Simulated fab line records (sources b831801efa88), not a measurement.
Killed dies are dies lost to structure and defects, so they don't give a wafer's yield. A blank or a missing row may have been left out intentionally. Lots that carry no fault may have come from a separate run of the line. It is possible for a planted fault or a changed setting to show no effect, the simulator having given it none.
Which tool did it? | flow sky130 | Sampling: 12 lots, 36 wafers, 5 of 708 route steps

WHAT THE GAUGES SHOWED, per wafer
SKY_METAL4_CD_MEAS_13: target cd 300 nm. Usual: cdNm at 300.3 nm, with a standard deviation of 1.4.
lot  | measured     | on       | cdNm (nm)         | flag
L912 | day 41 22:53 | cdSem-02 | 301.2 299.8 301.6 | 
L916 | day 42 23:43 | cdSem-01 | 299.1 299.0 298.8 | 
L917 | day 43 10:39 | cdSem-02 | 300.7 300.6 299.9 | 
L918 | day 43 11:02 | cdSem-02 | 302.5 301.5 301.4 | 
L919 | day 43 15:30 | cdSem-02 | 302.5 302.2 301.4 | 
L920 | day 44 00:21 | cdSem-02 | 299.6 299.2 300.9 | 
L921 | day 44 09:07 | cdSem-02 | 299.8 300.2 299.6 | 
L925 | day 45 05:02 | cdSem-01 | 299.4 299.1 299.1 | 
L926 | day 45 05:39 | cdSem-02 | 300.2 301.0 299.3 | 
L933 | day 47 06:50 | cdSem-02 | 300.3 301.6 301.9 | 
L934 | day 47 13:54 | cdSem-01 | 301.8 302.4 302.8 | 
L935 | day 47 17:32 | cdSem-01 | 300.4 300.4 300.9 | 

SKY_VIA4_THK_MEAS_01. Usual: for VIA4_HDPCVD_THK the level is 1748 nm and the standard deviation is 16.
lot  | measured     | on           | VIA4_HDPCVD_THK (nm) | flag
L912 | day 42 00:08 | filmMetro-01 | 1746 1722 1722       | 
L916 | day 43 00:56 | filmMetro-03 | 1769 1749 1747       | 
L917 | day 43 11:55 | filmMetro-01 | 1753 1752 1752       | 
L918 | day 43 12:20 | filmMetro-03 | 1733 1735 1746       | 
L919 | day 43 16:48 | filmMetro-04 | 1728 1739 1756       | 
L920 | day 44 01:42 | filmMetro-04 | 1752 1771 1769       | 
L921 | day 44 10:27 | filmMetro-01 | 1733 1728 1718       | 
L925 | day 45 06:17 | filmMetro-03 | 1760 1748 1776       | 
L926 | day 45 06:54 | filmMetro-03 | 1748 1751 1758       | 
L933 | day 47 08:05 | filmMetro-04 | 1725 1725 1732       | 
L934 | day 47 15:09 | filmMetro-04 | 1840 1733 1858       | OFF
L935 | day 47 18:49 | filmMetro-01 | 1734 1765 1739       | 

SKY_VIA4_OVL_MEAS_11. Usual: for VIA4_OVL the level is 0.2 nm and the standard deviation is 1.3.
lot  | measured     | on         | VIA4_OVL (nm)  | flag
L912 | day 42 23:46 | overlay-01 | -0.4 -0.4 -0.9 | 
L916 | day 43 23:43 | overlay-02 | 0.6 -1.1 -0.4  | 
L917 | day 44 10:49 | overlay-02 | 2.9 1.1 0.9    | 
L918 | day 44 10:58 | overlay-01 | -1.6 -0.9 -0.1 | 
L919 | day 44 14:52 | overlay-02 | -0.4 -0.7 1.4  | 
L920 | day 44 23:56 | overlay-01 | -1.7 2.2 0.8   | 
L921 | day 45 07:53 | overlay-02 | 1.0 1.1 2.4    | 
L925 | day 46 03:48 | overlay-02 | -0.5 -0.3 -0.3 | 
L926 | day 46 04:26 | overlay-02 | 0.7 -0.5 -0.8  | 
L933 | day 48 03:20 | overlay-01 | -0.1 -1.9 -0.6 | 
L934 | day 48 10:54 | overlay-02 | -0.2 1.8 1.8   | 
L935 | day 48 13:23 | overlay-01 | 1.2 0.6 0.0    | 

WHAT TOOL EACH LOT RAN ON (gives the tool, then ch and the chambers of the sampled wafers, and finally the start)
lot  | SKY_CAP2M_SPUTTER_02        | SKY_VIA4_HDPCVD_00
L912 | pvdSputter-04, day 39 22:30 | hdpcvd-02 ch 0,1,2, day 41 23:58
L916 | pvdSputter-01, day 41 00:37 | hdpcvd-02 ch 0,1,2, day 43 00:49
L917 | pvdSputter-02, day 41 11:29 | hdpcvd-02 ch 0,2, day 43 11:44
L918 | pvdSputter-04, day 41 12:37 | hdpcvd-01 ch 0,1,2, day 43 12:08
L919 | pvdSputter-02, day 41 17:19 | hdpcvd-01 ch 0,1,2, day 43 16:37
L920 | pvdSputter-04, day 42 02:43 | hdpcvd-02 ch 0,1,2, day 44 01:31
L921 | pvdSputter-01, day 42 10:06 | hdpcvd-01 ch 0,1, day 44 10:15
L925 | pvdSputter-02, day 43 09:06 | hdpcvd-02 ch 0,1,2, day 45 06:06
L926 | pvdSputter-04, day 43 09:31 | hdpcvd-01 ch 0,1, day 45 06:43
L933 | pvdSputter-02, day 45 12:42 | hdpcvd-02 ch 1,2, day 47 07:54
L934 | pvdSputter-02, day 45 21:09 | hdpcvd-01 ch 0,2, day 47 14:58
L935 | pvdSputter-02, day 46 00:36 | hdpcvd-02 ch 1,2, day 47 18:37
- SKY_CAP2M_SPUTTER_02: material TiN, target thk 200 nm, time 166.7 s.
- SKY_VIA4_HDPCVD_00: deposits SiO2, target thk 1750 nm, time 291.7 s.

WHAT THE TOOLS THEMSELVES READ (means of the sampled wafers that have a number; where no wafer has one, the mark that the record gives instead)
SKY_CAP2M_SPUTTER_02. Usual: throttleValvePct at 30.1 %, with a standard deviation of 0.87.
lot  | tool          | throttleValvePct (%) | flag
L912 | pvdSputter-04 | 30.1                 | 
L916 | pvdSputter-01 | 29.3                 | 
L917 | pvdSputter-02 | 29.5                 | 
L918 | pvdSputter-04 | 29.8                 | 
L919 | pvdSputter-02 | 29.8                 | 
L920 | pvdSputter-04 | 29.7                 | 
L921 | pvdSputter-01 | 30.1                 | 
L925 | pvdSputter-02 | 29.6                 | 
L926 | pvdSputter-04 | 30.7                 | 
L933 | pvdSputter-02 | 29.6                 | 
L934 | pvdSputter-02 | 29.8                 | 
L935 | pvdSputter-02 | 28.9                 | 

SKY_VIA4_HDPCVD_00. Usual: pressureMtorr 6.001 mTorr, standard deviation 0.012; runLengthS 319.7 s, standard deviation 0.66.
lot  | tool      | pressureMtorr (mTorr) | runLengthS (s) | flag
L912 | hdpcvd-02 | 5.994                 | 319.7          | 
L916 | hdpcvd-02 | 5.997                 | 319.4          | 
L917 | hdpcvd-02 | 5.998                 | 319.2          | 
L918 | hdpcvd-01 | 5.998                 | 319.7          | 
L919 | hdpcvd-01 | 5.995                 | 319.8          | 
L920 | hdpcvd-02 | 6.006                 | 320.1          | 
L921 | hdpcvd-01 | 6.012                 | 319.2          | 
L925 | hdpcvd-02 | 6.011                 | 319.6          | 
L926 | hdpcvd-01 | 6.003                 | 319.4          | 
L933 | hdpcvd-02 | 6.016                 | 319.8          | 
L934 | hdpcvd-01 | 5.991                 | 333.7          | OFF
L935 | hdpcvd-02 | 6.011                 | 319.9          | 

THE ANSWER, worked out from the rows above alone
Rule: take the mean of a lot's wafers that have a number; if it is more than 3 standard deviations from the usual mean, the lot is off. Also off: a lot with no number at a reading for which 4 or more lots have one. The other lots that the step has rows for count as sound. Order of review: gauges by route order, followed by the tools' own readings, for which a lot's mean as printed above is used. At the first step where some lot is off, the reading lying furthest off is the one used; lots without a number count as furthest.
Off: L934, at SKY_VIA4_THK_MEAS_01 (VIA4_HDPCVD_THK).
A tool fits if, at a process step before that reading, it ran every lot that is off, and no sound lot after the first of them. Not tried: the gauges at SKY_VIA4_THK_MEAS_01; whatever is off there is also off at SKY_VIA4_HDPCVD_00, on other tools, and gauge error can't account for it. One candidate fits, namely hdpcvd-01 at SKY_VIA4_HDPCVD_00. Its last sound lot is L926 (day 45 06:43), its first lot that is off L934 (day 47 14:58): a fault that began between those two fits.
On the lots that are off, the tool's own readings at SKY_VIA4_HDPCVD_00 differ by more than 5 times the standard deviation of the sound lots' means, which bears it out; runLengthS reads 333.7 s there versus 319.6 s on the sound lots.

WHAT WAS PUT IN BY THE SIMULATOR
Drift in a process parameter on hdpcvd-01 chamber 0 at SKY_VIA4_HDPCVD_00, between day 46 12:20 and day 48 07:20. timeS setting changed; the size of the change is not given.
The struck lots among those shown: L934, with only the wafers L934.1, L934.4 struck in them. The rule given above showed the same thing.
